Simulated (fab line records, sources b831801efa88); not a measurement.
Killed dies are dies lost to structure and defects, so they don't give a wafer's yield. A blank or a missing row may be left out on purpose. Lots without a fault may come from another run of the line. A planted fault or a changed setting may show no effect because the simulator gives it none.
fab line records | flow sky130
record lots=5 wafers=15 last_day=50
route steps=708 shown METAL4@623 VIA4@639
lots that met no fault: from a run of the same line without faults
start_h: hours from the record's first day to the start of the lot's first wafer shown | wait_h: hours since the lot's step before | " the same as in the row above | L1.1+2: a row that stands for several wafers | - no value, or no start given | * or withheld: withheld | < > ~ a bound
route shown NAME@n: a module of which the file shows steps, and the number in the route of the first | usual: mean/standard deviation of fault-free wafers | same: alike in all rows | chamber/n: place in a boat | sites: the reading at each site | _std_site: their standard deviation | _edge_site: outer sites' mean less inner sites' | radius_mm: how far each site lies from the wafer's centre | mask NAME#n: copy n | behind: the tool/chamber that last shaped the wafer | hold: why the lot was held/for how many hours/how that ended | device: the transistor (n, p or np) that didn't switch | end of line: the same wafers' tests at the end of the route | a step without rows: its recipe alone | killed: dies lost to structure and defects at the first sort, not the wafer's yield | map: a wafer's dies, x killed, . not, _ none there
set.NAME: the setting as run; set.NAME@STEP: as run at that earlier step | model.NAME: the simulator's own value behind a step, which no gauge read
lots at some steps of the route; a table a step, a row a wafer
services: from which hour (start_h, from the record's first day; less than 0 if before it) a tool's chamber was out of use, for how many hours, and why
## steps
# step SKY_METAL4_COAT_07
# recipe resist=BARC temp_c=withheld time_s=withheld spin_rpm=3000 resist_thk_nm=60
# usual dispense_pressure_kPa=50/6.5
# columns lot.wafer tool chamber start_h wait_h dispense_pressure_kPa
L075.1 litho_track-02 0 968.25 0.1 50
L075.4 " 0 " " 50
L075.5 " 0 " " 50
L076.1 litho_track-03 0 977.37 0.1 41
L076.3 " 0 " " 41
L076.5 " 0 " " 41
L077.1 litho_track-02 0 987.50 0.1 50
L077.3 " 0 " " 50
L077.5 " 0 " " 50
L082.4 litho_track-03 0 1020.55 0.1 41
L082.5 " 0 " " 41
L082.6 " 0 " " 41
L095.1 litho_track-01 0 1104.93 0.1 59
L095.3 " 0 " " 59
L095.6 " 0 " " 59
# step SKY_METAL4_COAT_08
# recipe resist=KrF-thick spin_rpm=3000 resist_thk_nm=1140
# usual dispense_pressure_kPa=50/6.5
# columns lot.wafer tool chamber start_h wait_h dispense_pressure_kPa
L075.1 litho_track-02 0 - - 50
L075.4 " 0 " " 50
L075.5 " 0 " " 50
L076.1 litho_track-03 0 - - 41
L076.3 " 0 " " 41
L076.5 " 0 " " 41
L077.1 litho_track-02 0 - - 50
L077.3 " 0 " " 50
L077.5 " 0 " " 50
L082.4 litho_track-03 0 - - 41
L082.5 " 0 " " 41
L082.6 " 0 " " 41
L095.1 litho_track-01 0 - - 59
L095.3 " 0 " " 59
L095.6 " 0 " " 59
# step SKY_METAL4_SOFTBAKE_09
# recipe temp_c=100 time_s=90 resist=KrF-thick
# same time_s=90
# columns lot.wafer tool chamber start_h wait_h
L075.1+4+5 litho_track-02 0 - -
L076.1+3+5 litho_track-03 0 - -
L077.1+3+5 litho_track-02 0 - -
L082.4+5+6 litho_track-03 0 - -
L095.1+3+6 litho_track-01 0 - -
# step SKY_METAL4_EXPOSE_10
# recipe mask_id=MM4 na=0.68 source_shape=annular sigma_inner=0.4 sigma_outer=0.8 target_cd_nm=300 dose_mj=28
# usual focus_offset_nm=0.0/0.49
# columns lot.wafer tool chamber start_h wait_h mask focus_offset_nm
L075.1 krf_scanner-01 0 - - MM4#0 -0.9
L075.4 " 0 " " MM4#0 -0.8
L075.5 " 0 " " MM4#0 -0.6
L076.1 krf_scanner-01 0 - - MM4#0 0.3
L076.3 " 0 " " MM4#0 0.1
L076.5 " 0 " " MM4#0 0.1
L077.1 krf_scanner-01 0 - - MM4#0 0.1
L077.3 " 0 " " MM4#0 -1.0
L077.5 " 0 " " MM4#0 -0.3
L082.4 krf_scanner-02 0 - - MM4#0 0.5
L082.5 " 0 " " MM4#0 -0.1
L082.6 " 0 " " MM4#0 -0.6
L095.1 krf_scanner-01 0 - - MM4#0 0.2
L095.3 " 0 " " MM4#0 1.0
L095.6 " 0 " " MM4#0 0.5
# step SKY_METAL4_PEB_11
# recipe peb_temp_c=withheld peb_time_s=withheld resist=KrF-thick
# columns lot.wafer tool chamber start_h wait_h
L075.1+4+5 litho_track-03 0 - -
L076.1+3+5 litho_track-01 0 - -
L077.1+3+5 litho_track-02 0 - -
L082.4+5+6 litho_track-03 0 - -
L095.1+3+6 litho_track-01 0 - -
# step SKY_METAL4_DEVELOP_12
# recipe develop_time_s=60 resist=KrF-thick dev_temp_c=21
# columns lot.wafer tool chamber start_h wait_h
L075.1+4+5 litho_track-03 0 - -
L076.1+3+5 litho_track-01 0 - -
L077.1+3+5 litho_track-02 0 - -
L082.4+5+6 litho_track-03 0 - -
L095.1+3+6 litho_track-01 0 - -
# step SKY_METAL4_CD_MEAS_13
# recipe target_cd_nm=300
# usual cd_nm=299.8/1.4
# columns lot.wafer tool chamber start_h wait_h cd_nm
L075.1 cd_sem-01 - 980.72 - 301.0
L075.4 " - " " 301.3
L075.5 " - " " 300.7
L076.1 cd_sem-01 - 990.08 - 299.7
L076.3 " - " " 301.4
L076.5 " - " " 300.3
L077.1 cd_sem-01 - 999.05 - 301.8
L077.3 " - " " 302.0
L077.5 " - " " 301.1
L082.4 cd_sem-01 - 1032.48 - 300.0
L082.5 " - " " 298.9
L082.6 " - " " 299.6
L095.1 cd_sem-02 - 1115.38 - 301.3
L095.3 " - " " 302.1
L095.6 " - " " 301.7
# step SKY_METAL4_OVL_MEAS_14
# usual METAL4_OVL=5/5.1
# columns lot.wafer tool chamber start_h wait_h METAL4_OVL[nm]
L075.1 overlay-02 - 980.84 0.1 12
L075.4 " - " " 7
L075.5 " - " " 7
L076.1 overlay-01 - 990.20 0.1 9
L076.3 " - " " 8
L076.5 " - " " 4
L077.1 overlay-02 - 999.17 0.1 5
L077.3 " - " " 8
L077.5 " - " " 4
L082.4 overlay-02 - 1032.56 0.1 7
L082.5 " - " " 5
L082.6 " - " " 9
L095.1 overlay-01 - 1115.50 0.1 1
L095.3 " - " " 1
L095.6 " - " " 2
# step SKY_METAL4_DESCUM_15
# recipe chemistry=O2 source_power_w=150 bias_power_w=0 pressure_mtorr=10 temp_c=40 time_s=8
# usual drypump_motor_current_A=5.6/0.45 oes_product_au=1.000/0.01
# same time_s=8
# columns lot.wafer tool chamber start_h wait_h drypump_motor_current_A oes_product_au rf_hours_counter_h
L075.1 rie_metal-02 0 980.88 0.0 5.7 1.000 11
L075.4 " 1 " " 5.4 0.993 -
L075.5 " 1 " " 5.4 0.987 -
L076.1 rie_metal-01 0 990.23 0.0 6.4 1.014 5
L076.3 " 0 " " 6.4 1.004 -
L076.5 " 1 " " 5.3 1.005 -
L077.1 rie_metal-04 0 999.21 0.0 5.5 0.989 16
L077.3 " 0 " " 5.5 0.996 -
L077.5 " 0 " " 5.5 0.997 -
L082.4 rie_metal-01 0 1032.59 0.0 6.4 1.004 -
L082.5 " 1 " " 5.3 0.993 -
L082.6 " 0 " " 6.3 1.009 -
L095.1 rie_metal-02 1 1115.53 0.0 5.4 0.993 15
L095.3 " 1 " " 5.4 0.979 -
L095.6 " 1 " " 5.4 1.000 -
# step SKY_METAL4_ETCH_16
# recipe chemistry=N2/H2 target=BARC ion_energy_ev=200 bias_w=100 pressure_mtorr=30 n2_flow_sccm=100 h2_flow_sccm=200 icp_w=500 stop_on=SiO2 time_s=88.2 target_depth_a=600
# usual drypump_motor_current_A=5.6/0.45 oes_product_au=0.626/0.0045 throttle_valve_pct=13.205/0.0085
# same time_s=88.2
# columns lot.wafer tool chamber start_h wait_h drypump_motor_current_A oes_product_au rf_hours_counter_h throttle_valve_pct
L075.1 rie_metal-02 0 980.91 0.0 5.7 0.620 11 13.187
L075.4 " 1 " " 5.4 0.621 - 13.206
L075.5 " 1 " " 5.4 0.627 - 13.207
L076.1 rie_metal-01 0 990.26 0.0 6.4 0.627 5 13.192
L076.3 " 0 " " 6.4 0.625 - 13.211
L076.5 " 1 " " 5.3 0.629 - 13.207
L077.1 rie_metal-04 0 999.24 0.0 5.5 0.622 16 13.207
L077.3 " 0 " " 5.5 0.632 - 13.205
L077.5 " 0 " " 5.5 0.621 - 13.205
L082.4 rie_metal-01 0 1032.64 0.0 6.4 0.625 - 13.201
L082.5 " 1 " " 5.3 0.619 - 13.198
L082.6 " 0 " " 6.4 0.628 - 13.208
L095.1 rie_metal-02 1 1115.56 0.0 5.4 0.633 15 13.209
L095.3 " 1 " " 5.4 0.622 - 13.193
L095.6 " 1 " " 5.4 0.630 - 13.192
# step SKY_METAL4_ETCH_17
# recipe target=SiO2 stop_on=TiN chemistry=C4F8/O2/Ar source_w=1500 bias_w=1200 pressure_mtorr=40 c4f8_flow_sccm=withheld O2_flow_sccm=6 Ar_flow_sccm=300 time_s=3.9 target_depth_a=150
# usual oes_product_au=0.754/0.0087
# same time_s=3.9
# columns lot.wafer tool chamber start_h wait_h oes_product_au
L075.1 rie_diel-01 3 981.01 0.1 0.758
L075.4 " 3 " " 0.759
L075.5 " 0 " " 0.752
L076.1 rie_diel-02 2 990.36 0.1 0.762
L076.3 " 3 " " 0.768
L076.5 " 1 " " 0.763
L077.1 rie_diel-01 2 999.34 0.1 0.756
L077.3 " 0 " " 0.751
L077.5 " 2 " " 0.762
L082.4 rie_diel-01 1 1032.72 0.0 0.747
L082.5 " 0 " " 0.764
L082.6 " 3 " " 0.766
L095.1 rie_diel-02 3 1115.66 0.1 0.759
L095.3 " 0 " " 0.757
L095.6 " 1 " " 0.772
# step SKY_METAL4_METAL_ETCH_18
# recipe target_depth_a=8450 stop_on=SiO2 over_etch_frac=0.3 time_s=183.1 chemistry=Cl2/BCl3 resist_sidewall_deg=88 pressure_mtorr=10 icp_w=900 bias_w=48.5 Cl2_flow_sccm=60 bcl3_flow_sccm=30
# usual drypump_motor_current_A=5.4/0.39 oes_product_au=0.868/0.0067 throttle_valve_pct=22.265/0.0088
# same over_etch_frac=0.3 time_s=183.1
# columns lot.wafer tool chamber start_h wait_h drypump_motor_current_A oes_product_au rf_hours_counter_h throttle_valve_pct
L075.1 rie_metal-01 0 981.03 0.0 6.4 0.869 4 22.262
L075.4 " 0 " " 6.4 0.872 - 22.270
L075.5 " 1 " " 5.2 0.868 - 22.267
L076.1 rie_metal-04 0 990.38 0.0 5.5 0.882 16 22.270
L076.3 " 1 " " 4.9 0.868 - 22.259
L076.5 " 0 " " 5.5 0.873 - 22.267
L077.1 rie_metal-02 0 999.35 0.0 5.6 0.876 12 22.254
L077.3 " 0 " " 5.6 0.863 - 22.264
L077.5 " 1 " " 5.4 0.874 - 22.262
L082.4 rie_metal-04 1 1032.79 0.1 4.9 0.865 - 22.252
L082.5 " 1 " " 4.9 0.883 - 22.254
L082.6 " 0 " " 5.5 0.862 - 22.263
L095.1 rie_metal-04 0 1115.68 0.0 5.5 0.858 25 22.274
L095.3 " 0 " " 5.5 0.860 - 22.268
L095.6 " 0 " " 5.5 0.857 - 22.258
# step SKY_METAL4_STRIP_19
# recipe chemistry=O2/N2 power_w=1400 pressure_mtorr=1500 platen_temp_c=withheld o2_flow_sccm=3000 n2_flow_sccm=300 overash_fraction=0.5
# usual drypump_motor_current_A=5.6/0.46 oes_product_au=0.503/0.006 strip_time_to_endpoint_s=6.56/0.088
# columns lot.wafer tool chamber start_h wait_h drypump_motor_current_A oes_product_au rf_hours_counter_h strip_time_to_endpoint_s
L075.1 plasma_asher-01 1 981.20 0.1 5.5 0.509 86 6.54
L075.4 " 1 " " 5.5 0.509 - 6.55
L075.5 " 1 " " 5.6 0.506 - 6.61
L076.1 plasma_asher-04 0 990.56 0.1 6.2 0.513 54 6.72
L076.3 " 1 " " 5.5 0.508 - 6.59
L076.5 " 1 " " 5.5 0.504 - 6.70
L077.1 plasma_asher-01 0 999.53 0.1 6.2 0.502 88 6.48
L077.3 " 0 " " 6.2 0.499 - 6.48
L077.5 " 0 " " 6.2 0.510 - 6.68
L082.4 plasma_asher-01 0 1032.94 0.1 6.1 0.506 - 6.59
L082.5 " 0 " " 6.1 0.501 - 6.64
L082.6 " 1 " " 5.6 0.511 - 6.66
L095.1 plasma_asher-02 0 1116.04 0.3 5.8 0.505 5 6.58
L095.3 " 1 " " 4.8 0.506 - 6.55
L095.6 " 0 " " 5.8 0.499 - 6.54
# step SKY_METAL4_STRIP_20
# recipe chemistry=post_etch_residue_remover time_s=1200 temp_c=72.5
# usual bath_guard_temp_C=72.4/0.56
# same time_s=1200
# columns lot.wafer tool chamber start_h wait_h bath_guard_temp_C
L075.1 wet_bench-04 2 981.30 0.1 71.8
L075.4 " 2 " " 72.1
L075.5 " 2 " " 72.0
L076.1 wet_bench-02 0 990.66 0.1 72.6
L076.3 " 0 " " 73.0
L076.5 " 0 " " 72.9
L077.1 wet_bench-04 0 999.63 0.1 73.1
L077.3 " 0 " " 73.5
L077.5 " 0 " " 72.7
L082.4 wet_bench-04 3 1033.01 0.0 71.4
L082.5 " 3 " " 71.3
L082.6 " 3 " " 71.2
L095.1 wet_bench-04 3 1116.14 0.1 71.9
L095.3 " 3 " " 71.3
L095.6 " 3 " " 71.4
# step SKY_METAL4_CLEAN_21
# recipe chemistry=IPA time_s=180 temp_c=25
# same time_s=180
# columns lot.wafer tool chamber start_h wait_h
L075.1+4+5 wet_bench-02 0 981.65 0.0
L076.1+3+5 wet_bench-03 2 991.00 0.0
L077.1+3+5 wet_bench-02 3 1000.04 0.0
L082.4+5+6 wet_bench-03 3 1033.35 0.0
L095.1+3+6 wet_bench-03 1 1116.48 0.0
# step SKY_METAL4_CLEAN_22
# recipe chemistry=O3/DIW dry=n2_spin
# columns lot.wafer tool chamber start_h wait_h
L075.1+4+5 wet_bench-03 0 981.70 0.0
L076.1+3+5 wet_bench-02 3 991.06 0.0
L077.1+3+5 wet_bench-03 3 1000.10 0.0
L082.4+5+6 wet_bench-02 2 1033.41 0.0
L095.1+3+6 wet_bench-02 3 1116.54 0.0
# step SKY_VIA4_HDPCVD_00
# recipe material=SiO2 target_thk_nm=1750 sigma_open_frac=0.3 time_s=291.7 temp_c=400 sih4_flow_sccm=60 pressure_mtorr=6
# same time_s=291.7
# columns lot.wafer tool chamber start_h wait_h
L075.1+4+5 hdpcvd-01 0,0,2 981.80 0.0
L076.1+3+5 hdpcvd-01 2,1,0 991.15 0.0
L077.1+3+5 hdpcvd-02 0,1,1 1000.19 0.0
L082.4+5+6 hdpcvd-01 2,0,1 1033.59 0.1
L095.1+3+6 hdpcvd-02 1,2,0 1116.63 0.0
# step SKY_VIA4_THK_MEAS_01
# recipe reads=SiO2_of_VIA4_HDPCVD_00
# usual VIA4_HDPCVD_THK=1754/23
# columns lot.wafer tool chamber start_h wait_h VIA4_HDPCVD_THK[nm]
L075.1 film_metro-03 - 981.97 0.1 1745
L075.4 " - " " 1743
L075.5 " - " " 1731
L076.1 film_metro-01 - 991.33 0.1 1746
L076.3 " - " " 1738
L076.5 " - " " 1757
L077.1 film_metro-01 - 1000.37 0.1 1764
L077.3 " - " " 1770
L077.5 " - " " 1751
L082.4 film_metro-04 - 1033.71 0.0 1759
L082.5 " - " " 1776
L082.6 " - " " 1735
L095.1 film_metro-04 - 1116.81 0.1 1772
L095.3 " - " " 1749
L095.6 " - " " 1793
# step SKY_VIA4_CMP_02
# recipe material=SiO2 down_force_psi=4 platen_rpm=60 pad_velocity_m_s=0.94248
# usual motor_current_A=11.9/1.1 slurry_filter_dp_kPa=13.51/0.13 slurry_flow_ml_min=149.9/0.43
# columns lot.wafer tool chamber start_h wait_h motor_current_A slurry_filter_dp_kPa slurry_flow_ml_min
L075.4 cmp-01 1 982.03 0.0 10.6 13.46 149.6
L075.1 " 2 " " 12.5 13.41 149.5
L075.5 " 1 " " 10.3 13.53 149.8
L076.1 cmp-01 0 991.44 0.1 12.3 13.91 149.7
L076.3 " 1 " " 10.6 13.40 149.4
L076.5 " 0 " " 11.6 13.57 149.4
L077.1 cmp-02 2 1000.48 0.1 10.5 13.65 149.7
L077.3 " 0 " " 12.0 13.49 150.2
L077.5 " 2 " " 11.5 13.43 149.4
L082.4 cmp-01 3 1033.84 0.1 14.4 13.39 150.2
L082.5 " 1 " " 10.5 13.35 149.5
L082.6 " 2 " " 12.0 13.47 149.2
L095.3 cmp-01 0 1116.87 0.0 11.5 13.51 151.1
L095.1 " 1 " " 10.4 13.64 149.8
L095.6 " 0 " " 11.8 13.43 150.1
# step SKY_VIA4_BOW_MEAS_03
# recipe mode=bow
# usual VIA4_BOW=78/8.1
# columns lot.wafer tool chamber start_h wait_h VIA4_BOW[um]
L075.1 film_metro-04 - 982.33 0.2 81
L075.4 " - " " 84
L075.5 " - " " 65
L076.1 film_metro-01 - 991.69 0.2 66
L076.3 " - " " 81
L076.5 " - " " 77
L077.1 film_metro-04 - 1000.73 0.2 77
L077.3 " - " " 90
L077.5 " - " " 77
L082.4 film_metro-01 - 1034.10 0.2 73
L082.5 " - " " 75
L082.6 " - " " 77
L095.1 film_metro-01 - 1117.17 0.2 74
L095.3 " - " " 74
L095.6 " - " " 70
# step SKY_VIA4_DEHYDRATE_04
# recipe temp_c=200 time_s=60
# same time_s=60
# columns lot.wafer tool chamber start_h wait_h
L075.1+4+5 litho_track-03 0 993.17 10.8
L076.1+3+5 litho_track-03 0 1002.62 10.9
L077.1+3+5 litho_track-02 0 1011.50 10.8
L082.4+5+6 litho_track-02 0 1044.47 10.4
L095.1+3+6 litho_track-02 0 1126.00 8.8
# step SKY_VIA4_HMDS_05
# recipe prime_time_s=60 prime_temp_c=120
# same prime_time_s=60
# columns lot.wafer tool chamber start_h wait_h
L075.1+4+5 litho_track-03 0 993.32 0.1
L076.1+3+5 litho_track-03 0 1002.77 0.1
L077.1+3+5 litho_track-02 0 1011.65 0.1
L082.4+5+6 litho_track-02 0 1044.62 0.1
L095.1+3+6 litho_track-02 0 1126.15 0.1
# step SKY_VIA4_COAT_06
# recipe resist=NOVOLAK spin_rpm=3000 resist_thk_nm=1140
# usual dispense_pressure_kPa=45/3.5
# columns lot.wafer tool chamber start_h wait_h dispense_pressure_kPa
L075.1 litho_track-03 0 993.47 0.1 41
L075.4 " 0 " " 41
L075.5 " 0 " " 41
L076.1 litho_track-03 0 1002.92 0.1 41
L076.3 " 0 " " 41
L076.5 " 0 " " 41
L077.1 litho_track-02 0 1011.80 0.1 50
L077.3 " 0 " " 50
L077.5 " 0 " " 50
L082.4 litho_track-02 0 1044.77 0.1 50
L082.5 " 0 " " 50
L082.6 " 0 " " 50
L095.1 litho_track-02 0 1126.30 0.1 50
L095.3 " 0 " " 50
L095.6 " 0 " " 50
# step SKY_VIA4_SOFTBAKE_07
# recipe temp_c=90 time_s=60 resist=NOVOLAK
# same time_s=60
# columns lot.wafer tool chamber start_h wait_h
L075.1+4+5 litho_track-03 0 993.62 0.1
L076.1+3+5 litho_track-03 0 1003.07 0.1
L077.1+3+5 litho_track-02 0 1011.95 0.1
L082.4+5+6 litho_track-02 0 1044.92 0.1
L095.1+3+6 litho_track-02 0 1126.45 0.1
# step SKY_VIA4_EXPOSE_08
# recipe mask_id=VIM4 na=0.6 source_shape=conventional sigma_outer=0.6 polarization=unpolarized target_cd_nm=800 dose_mj=132
# usual focus_offset_nm=0.1/0.54
# columns lot.wafer tool chamber start_h wait_h mask focus_offset_nm
L075.1 iline_stepper-02 0 - - VIM4#0 -0.3
L075.4 " 0 " " VIM4#0 -0.1
L075.5 " 0 " " VIM4#0 -0.9
L076.1 iline_stepper-02 0 - - VIM4#0 0.1
L076.3 " 0 " " VIM4#0 0.1
L076.5 " 0 " " VIM4#0 0.4
L077.1 iline_stepper-01 0 - - VIM4#0 0.2
L077.3 " 0 " " VIM4#0 0.4
L077.5 " 0 " " VIM4#0 0.6
L082.4 iline_stepper-01 0 - - VIM4#0 -0.3
L082.5 " 0 " " VIM4#0 -0.5
L082.6 " 0 " " VIM4#0 -0.2
L095.1 iline_stepper-02 0 - - VIM4#0 0.3
L095.3 " 0 " " VIM4#0 0.7
L095.6 " 0 " " VIM4#0 0.1
# step SKY_VIA4_PEB_09
# recipe temp_c=withheld time_s=* resist=NOVOLAK
# same time_s=*
# columns lot.wafer tool chamber start_h wait_h
L075.1+4+5 litho_track-02 0 - -
L076.1+3+5 litho_track-02 0 - -
L077.1+3+5 litho_track-03 0 - -
L082.4+5+6 litho_track-04 0 - -
L095.1+3+6 litho_track-02 0 - -
# step SKY_VIA4_DEVELOP_10
# recipe resist=NOVOLAK developer=TMAH develop_time_s=60 dev_temp_c=23
# columns lot.wafer tool chamber start_h wait_h
L075.1+4+5 litho_track-02 0 1004.85 0.1
L076.1+3+5 litho_track-02 0 1014.75 0.1
L077.1+3+5 litho_track-03 0 1022.92 0.1
L082.4+5+6 litho_track-04 0 1055.57 0.1
L095.1+3+6 litho_track-02 0 1135.90 0.1
# step SKY_VIA4_OVL_MEAS_11
# usual VIA4_OVL=-0.7/1.5
# columns lot.wafer tool chamber start_h wait_h VIA4_OVL[nm]
L075.1 overlay-02 - 1005.00 0.1 -0.7
L075.4 " - " " -0.9
L075.5 " - " " 1.5
L076.1 overlay-02 - 1014.90 0.1 0.6
L076.3 " - " " -0.6
L076.5 " - " " -0.7
L077.1 overlay-01 - 1023.07 0.1 0.5
L077.3 " - " " -0.1
L077.5 " - " " -0.6
L082.4 overlay-02 - 1055.66 0.1 3.0
L082.5 " - " " 3.0
L082.6 " - " " 2.3
L095.1 overlay-01 - 1136.05 0.1 0.4
L095.3 " - " " -0.2
L095.6 " - " " 1.5
# step SKY_VIA4_ETCH_12
# recipe target=SiO2 chemistry=C4F8/O2/Ar stop_on=TiN mask_material=NOVOLAK source_w=1500 bias_w=1200 pressure_mtorr=40 c4f8_flow_sccm=withheld O2_flow_sccm=6 Ar_flow_sccm=300 time_s=withheld target_depth_a=5800
# usual oes_product_au=0.926/0.0053
# columns lot.wafer tool chamber start_h wait_h oes_product_au
L075.1 rie_diel-03 2 1005.04 0.0 0.924
L075.4 " 3 " " 0.928
L075.5 " 3 " " 0.925
L076.1 rie_diel-02 1 1014.94 0.0 0.938
L076.3 " 3 " " 0.931
L076.5 " 0 " " 0.921
L077.1 rie_diel-03 3 1023.11 0.0 0.927
L077.3 " 2 " " 0.928
L077.5 " 3 " " 0.930
L082.4 rie_diel-04 0 1055.68 0.0 0.922
L082.5 " 2 " " 0.923
L082.6 " 3 " " 0.923
L095.1 rie_diel-03 3 1136.09 0.0 0.930
L095.3 " 0 " " 0.934
L095.6 " 1 " " 0.929
# step SKY_VIA4_STRIP_13
# recipe chemistry=O2/N2 power_w=1400 pressure_mtorr=1500 platen_temp_c=withheld o2_flow_sccm=3000 n2_flow_sccm=300 overash_fraction=0.5
# usual drypump_motor_current_A=5.78/0.3 oes_product_au=0.710/0.0044 strip_time_to_endpoint_s=12.799/0.029
# columns lot.wafer tool chamber start_h wait_h drypump_motor_current_A oes_product_au rf_hours_counter_h strip_time_to_endpoint_s
L075.1 plasma_asher-01 1 1005.11 - 5.53 0.708 88 12.822
L075.4 " 0 " " 6.10 0.709 - 12.893
L075.5 " 0 " " 6.12 0.704 - 12.878
L076.1 plasma_asher-01 0 1015.01 - 6.11 0.713 89 12.836
L076.3 " 1 " " 5.53 0.714 - 12.818
L076.5 " 0 " " 6.13 0.708 - 12.777
L077.1 plasma_asher-04 0 1023.18 - 6.16 0.709 58 12.807
L077.3 " 1 " " 5.53 0.714 - 12.798
L077.5 " 0 " " 6.14 0.709 - 12.806
L082.4 plasma_asher-03 1 1055.79 - 5.37 0.713 - 12.798
L082.5 " 0 " " 5.99 0.712 - 12.823
L082.6 " 1 " " 5.41 0.721 - 12.820
L095.1 plasma_asher-03 1 1136.16 - 5.42 0.714 38 12.815
L095.3 " 0 " " 5.99 0.701 - 12.797
L095.6 " 1 " " 5.42 0.708 - 12.827
# step SKY_VIA4_STRIP_14
# recipe chemistry=post_etch_residue_remover time_s=1200 temp_c=72.5
# usual bath_guard_temp_C=72.4/0.56
# same time_s=1200
# columns lot.wafer tool chamber start_h wait_h bath_guard_temp_C
L075.1 wet_bench-04 1 1005.21 0.1 72.2
L075.4 " 1 " " 72.8
L075.5 " 1 " " 72.1
L076.1 wet_bench-02 1 1015.11 0.1 71.9
L076.3 " 1 " " 71.7
L076.5 " 1 " " 71.7
L077.1 wet_bench-02 3 1023.28 0.1 73.3
L077.3 " 3 " " 73.1
L077.5 " 3 " " 73.0
L082.4 wet_bench-02 3 1055.85 0.0 73.1
L082.5 " 3 " " 73.0
L082.6 " 3 " " 73.0
L095.1 wet_bench-04 3 1136.26 0.1 71.5
L095.3 " 3 " " 71.1
L095.6 " 3 " " 71.3
# step SKY_VIA4_CLEAN_15
# recipe chemistry=IPA time_s=180 temp_c=25
# same time_s=180
# columns lot.wafer tool chamber start_h wait_h
L075.1+4+5 wet_bench-01 2 1005.58 0.0
L076.1+3+5 wet_bench-01 1 1015.45 0.0
L077.1+3+5 wet_bench-04 2 1023.62 0.0
L082.4+5+6 wet_bench-02 2 1056.19 0.0
L095.1+3+6 wet_bench-02 0 1136.63 0.0
# step SKY_VIA4_CLEAN_16
# recipe chemistry=O3/DIW dry=n2_spin
# columns lot.wafer tool chamber start_h wait_h
L075.1+4+5 wet_bench-02 3 1005.64 0.0
L076.1+3+5 wet_bench-01 1 1015.51 0.0
L077.1+3+5 wet_bench-02 2 1023.68 0.0
L082.4+5+6 wet_bench-02 1 1056.25 0.0
L095.1+3+6 wet_bench-01 2 1136.70 0.0
# step SKY_VIA4_SPUTTER_17
# recipe material=TiN target_thk_nm=20 chamber_pressure_pa=5 power_w=4000 time_s=80
# usual throttle_valve_pct=30.0/1.1
# same time_s=80
# columns lot.wafer tool chamber start_h wait_h throttle_valve_pct
L075.1 pvd_sputter-04 - 1005.73 0.0 29.5
L075.4 " - " " 29.5
L075.5 " - " " 29.7
L076.1 pvd_sputter-03 - 1015.60 0.0 28.7
L076.3 " - " " 29.1
L076.5 " - " " 31.4
L077.1 pvd_sputter-04 - 1023.77 0.0 27.5
L077.3 " - " " 30.1
L077.5 " - " " 27.5
L082.4 pvd_sputter-01 - 1056.34 0.0 29.5
L082.5 " - " " 29.9
L082.6 " - " " 29.4
L095.1 pvd_sputter-01 - 1136.79 0.0 29.4
L095.3 " - " " 31.4
L095.6 " - " " 29.6
# step SKY_VIA4_CVD_18
# recipe material=W target_thk_nm=505 time_s=152.14 temp_c=400 pressure_torr=40
# usual heater_power_w=843/56
# same time_s=152.14
# columns lot.wafer tool chamber start_h wait_h heater_power_w
L075.1 cvd_w-02 0 1005.79 0.0 740
L075.4 " 0 " " 762
L075.5 " 0 " " 780
L076.1 cvd_w-01 1 1015.66 0.0 919
L076.3 " 1 " " 936
L076.5 " 0 " " 856
L077.1 cvd_w-02 1 1023.83 0.0 848
L077.3 " 1 " " 864
L077.5 " 0 " " 760
L082.4 cvd_w-02 0 1056.46 0.1 768
L082.5 " 1 " " 849
L082.6 " 0 " " 748
L095.1 cvd_w-02 0 1136.85 0.0 758
L095.3 " 1 " " 835
L095.6 " 0 " " 772
# step SKY_VIA4_RS_MEAS_19
# recipe thk_meas_gauge=four-point-probe reads=W_of_VIA4_CVD_18+TiN_of_VIA4_SPUTTER_17
# usual VIA4_W_RS=0.2250/0.003
# columns lot.wafer tool chamber start_h wait_h VIA4_W_RS[ohm/sq]
L075.1 film_metro-01 - 1005.94 0.1 0.2207
L075.4 " - " " 0.2199
L075.5 " - " " 0.2220
L076.1 film_metro-03 - 1015.81 0.1 0.2231
L076.3 " - " " 0.2239
L076.5 " - " " 0.2293
L077.1 film_metro-03 - 1023.99 0.1 0.2276
L077.3 " - " " 0.2281
L077.5 " - " " 0.2236
L082.4 film_metro-01 - 1056.62 0.1 0.2270
L082.5 " - " " 0.2285
L082.6 " - " " 0.2227
L095.1 film_metro-01 - 1137.00 0.1 0.2242
L095.3 " - " " 0.2249
L095.6 " - " " 0.2204
# step SKY_VIA4_THK_MEAS_20
# recipe thk_meas_gauge=xrf reads=W_of_VIA4_CVD_18
# usual VIA4_W_THK=495/9
# columns lot.wafer tool chamber start_h wait_h VIA4_W_THK[nm]
L075.1 film_metro-01 - 1006.06 0.1 511
L075.4 " - " " 512
L075.5 " - " " 505
L076.1 film_metro-03 - 1015.93 0.1 506
L076.3 " - " " 508
L076.5 " - " " 496
L077.1 film_metro-03 - 1024.11 0.1 500
L077.3 " - " " 496
L077.5 " - " " 504
L082.4 film_metro-01 - 1056.71 0.1 493
L082.5 " - " " 491
L082.6 " - " " 505
L095.1 film_metro-01 - 1137.12 0.1 496
L095.3 " - " " 492
L095.6 " - " " 499
## services
# columns tool chamber start_h hours kind
rie_diel-01 3 946.20 14.8 repair
hdpcvd-01 - 950.25 15.0 pm
rie_metal-02 - 952.85 4.0 pm
cvd_w-02 1 954.95 3.3 repair
rie_metal-02 - 961.40 1.2 repair
cmp-01 - 964.35 4.0 repair
rie_metal-01 - 965.96 0.9 repair
rie_diel-01 1 972.92 35.8 repair
rie_diel-01 - 975.76 0.8 repair
iline_stepper-02 - 979.79 1.4 repair
rie_metal-01 0 1011.47 2.8 repair
cmp-01 - 1012.92 0.3 repair
cmp-01 - 1017.57 5.0 pm
rie_metal-02 - 1020.28 28.1 pm
cmp-01 - 1033.11 0.6 repair
krf_scanner-01 - 1036.27 1.0 pm
krf_scanner-01 - 1040.29 0.8 pm
krf_scanner-01 - 1053.68 1.3 pm
rie_metal-04 - 1076.69 2.8 pm
krf_scanner-01 - 1083.34 0.8 pm
krf_scanner-01 - 1085.13 1.5 repair
rie_metal-04 1 1115.03 23.9 repair
krf_scanner-01 - 1120.88 4.0 pm
rie_metal-04 0 1131.14 47.5 repair
## key
fault none
